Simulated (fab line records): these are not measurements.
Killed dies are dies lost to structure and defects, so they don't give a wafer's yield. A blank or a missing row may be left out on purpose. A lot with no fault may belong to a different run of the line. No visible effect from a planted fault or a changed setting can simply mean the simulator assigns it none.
Split-lot study || flow sky130 || 23 wafers read across 5 lots, on a route 708 steps long

## ABOUT THE SPLIT
At SKY_VIA2_EXPOSE_09 (exposes mask VIM2, target cd 200 nm), the setting dose_mj was moved away from the recipe's 38 on 5 of the 23 wafers read, by -6.4% to -2.5%. The other wafers ran this setting at the recipe's value.

## FROM THE SPLIT TO THE READING: what the file shows between them, 2 steps
- SKY_VIA2_PEB_10
- SKY_VIA2_DEVELOP_11: develop time 60 s

## THE READING
Shown in nm: cd_nm at SKY_VIA2_CD_MEAS_12, with target cd 200 nm. A value of 200.2 nm with a standard deviation of 1.6 nm is what fault-free wafers of this fab line usually give.

{"wafer": "L074.1", "tool, chamber at the split": "krf_scanner-01, 0", "dose_mj as run": 35.57, "against the recipe": "-6.4%", "cd_nm, nm": 187.6, "against lot-mates on the recipe": -14.3}
{"wafer": "L074.2", "tool, chamber at the split": "krf_scanner-01, 0", "dose_mj as run": 35.57, "against the recipe": "-6.4%", "cd_nm, nm": 188.2, "against lot-mates on the recipe": -13.7}
{"wafer": "L074.3", "tool, chamber at the split": "krf_scanner-01, 0", "dose_mj as run": 38, "against the recipe": "recipe", "cd_nm, nm": 201.3, "against lot-mates on the recipe": "-"}
{"wafer": "L074.5", "tool, chamber at the split": "krf_scanner-01, 0", "dose_mj as run": 35.57, "against the recipe": "-6.4%", "cd_nm, nm": 189.1, "against lot-mates on the recipe": -12.8}
{"wafer": "L074.6", "tool, chamber at the split": "krf_scanner-01, 0", "dose_mj as run": 38, "against the recipe": "recipe", "cd_nm, nm": 202.4, "against lot-mates on the recipe": "-"}
{"wafer": "L075.1", "tool, chamber at the split": "krf_scanner-02, 0", "dose_mj as run": 38, "against the recipe": "recipe", "cd_nm, nm": 197.8, "against lot-mates on the recipe": "-"}
{"wafer": "L075.3", "tool, chamber at the split": "krf_scanner-02, 0", "dose_mj as run": 37.04, "against the recipe": "-2.5%", "cd_nm, nm": 194.3, "against lot-mates on the recipe": -4.0}
{"wafer": "L075.4", "tool, chamber at the split": "krf_scanner-02, 0", "dose_mj as run": 38, "against the recipe": "recipe", "cd_nm, nm": 198.8, "against lot-mates on the recipe": "-"}
{"wafer": "L075.5", "tool, chamber at the split": "krf_scanner-02, 0", "dose_mj as run": 37.04, "against the recipe": "-2.5%", "cd_nm, nm": 193.2, "against lot-mates on the recipe": -5.1}
{"wafer": "L075.6", "tool, chamber at the split": "krf_scanner-02, 0", "dose_mj as run": 38, "against the recipe": "recipe", "cd_nm, nm": 198.3, "against lot-mates on the recipe": "-"}
{"wafer": "L076.1", "tool, chamber at the split": "krf_scanner-02, 0", "dose_mj as run": 38, "against the recipe": "recipe", "cd_nm, nm": 199.5, "against lot-mates on the recipe": "-"}
{"wafer": "L076.2", "tool, chamber at the split": "krf_scanner-02, 0", "dose_mj as run": 38, "against the recipe": "recipe", "cd_nm, nm": 197.2, "against lot-mates on the recipe": "-"}
{"wafer": "L076.5", "tool, chamber at the split": "krf_scanner-02, 0", "dose_mj as run": 38, "against the recipe": "recipe", "cd_nm, nm": 197.5, "against lot-mates on the recipe": "-"}
{"wafer": "L083.1", "tool, chamber at the split": "krf_scanner-02, 0", "dose_mj as run": 38, "against the recipe": "recipe", "cd_nm, nm": 202.1, "against lot-mates on the recipe": "-"}
{"wafer": "L083.2", "tool, chamber at the split": "krf_scanner-02, 0", "dose_mj as run": 38, "against the recipe": "recipe", "cd_nm, nm": 202.8, "against lot-mates on the recipe": "-"}
{"wafer": "L083.3", "tool, chamber at the split": "krf_scanner-02, 0", "dose_mj as run": 38, "against the recipe": "recipe", "cd_nm, nm": 201.6, "against lot-mates on the recipe": "-"}
{"wafer": "L083.4", "tool, chamber at the split": "krf_scanner-02, 0", "dose_mj as run": 38, "against the recipe": "recipe", "cd_nm, nm": 202.5, "against lot-mates on the recipe": "-"}
{"wafer": "L083.5", "tool, chamber at the split": "krf_scanner-02, 0", "dose_mj as run": 38, "against the recipe": "recipe", "cd_nm, nm": 203.5, "against lot-mates on the recipe": "-"}
{"wafer": "L085.1", "tool, chamber at the split": "krf_scanner-01, 0", "dose_mj as run": 38, "against the recipe": "recipe", "cd_nm, nm": 201.8, "against lot-mates on the recipe": "-"}
{"wafer": "L085.2", "tool, chamber at the split": "krf_scanner-01, 0", "dose_mj as run": 38, "against the recipe": "recipe", "cd_nm, nm": 201.7, "against lot-mates on the recipe": "-"}
{"wafer": "L085.3", "tool, chamber at the split": "krf_scanner-01, 0", "dose_mj as run": 38, "against the recipe": "recipe", "cd_nm, nm": 202.2, "against lot-mates on the recipe": "-"}
{"wafer": "L085.4", "tool, chamber at the split": "krf_scanner-01, 0", "dose_mj as run": 38, "against the recipe": "recipe", "cd_nm, nm": 202.3, "against lot-mates on the recipe": "-"}
{"wafer": "L085.6", "tool, chamber at the split": "krf_scanner-01, 0", "dose_mj as run": 38, "against the recipe": "recipe", "cd_nm, nm": 199.6, "against lot-mates on the recipe": "-"}

FIT RESULTS
A straight line over all 23 wafers: cd_nm changes by +2 nm for each +1% of dose_mj; r = +0.92; the points scatter about the line by 2 nm.
The same after taking each lot's own level away (the mean of its wafers on the recipe; 23 wafers): +2.1 nm for each +1%; r = +0.99; scatter 0.82 nm.
According to that fit, moving dose_mj by its largest amount changes the reading by 13 nm.
The span of the lots' own levels, 198.07 to 202.50 nm, comes to 2.8 times the standard deviation stated above.
So the lot-to-lot level changes the slope little: the two slopes agree.
Check: with one of the wafers moved furthest among these (-6.4%) left out of the fit, the line predicts -13 nm for it against its lot-mates. Against them it came out at -14.3 nm.

## THESE WAFERS: OTHER SPLITS
Note: prior to the reading, these wafers also went through further splits. Each is held against what the fit with the lots' levels taken away leaves over:
{"other split on the same wafers": "SKY_LOCAL_INTERCONNECT_ETCH_13 ion_energy_ev", "wafers away from the commonest value": 6, "r with cd_nm (lot level and that fit taken away)": "+0.14"}
{"other split on the same wafers": "SKY_CONTACT_HDPCVD_02 time_s", "wafers away from the commonest value": 11, "r with cd_nm (lot level and that fit taken away)": -0.09}
{"other split on the same wafers": "SKY_METAL1_ETCH_18 time_s", "wafers away from the commonest value": 11, "r with cd_nm (lot level and that fit taken away)": -0.18}
{"other split on the same wafers": "SKY_METAL2_SPUTTER_03 time_s", "wafers away from the commonest value": 9, "r with cd_nm (lot level and that fit taken away)": -0.14}
{"other split on the same wafers": "SKY_METAL2_SPUTTER_04 time_s", "wafers away from the commonest value": 4, "r with cd_nm (lot level and that fit taken away)": -0.08}
{"other split on the same wafers": "SKY_VIA2_CMP_02 leave_above_ref_nm", "wafers away from the commonest value": 9, "r with cd_nm (lot level and that fit taken away)": -0.10}

## THE WHOLE CHAIN: every reading that the file lists as answering this split, in the file's order
{"step": "SKY_VIA2_CD_MEAS_12", "what it does": "target cd 200 nm", "reading": "cd_nm", "change (the file's fit)": "+2.08 nm for each +1% of the setting", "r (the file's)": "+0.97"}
{"step": "SKY_VIA2_ETCH_14", "what it does": "etches BARC in N2/H2, stops on SiO2, time 45.9 s, target depth 60 nm", "reading": "VIA2.cd_nm (the simulator's own value, which no gauge read)", "change (the file's fit)": "+2.26 nm for each +1% of the setting", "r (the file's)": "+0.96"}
{"step": "SKY_VIA2_ETCH_15", "what it does": "etches SiO2 in C4F8/O2/Ar, stops on TiN, target depth 546 nm, time 84 s", "reading": "VIA2.cd_nm (the simulator's own value, which no gauge read)", "change (the file's fit)": "+2.55 nm for each +1% of the setting", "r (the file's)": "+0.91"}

## THE FILE'S OWN FIT
cd_nm changes by +2.08 nm for each +1% of dose_mj, r = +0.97.
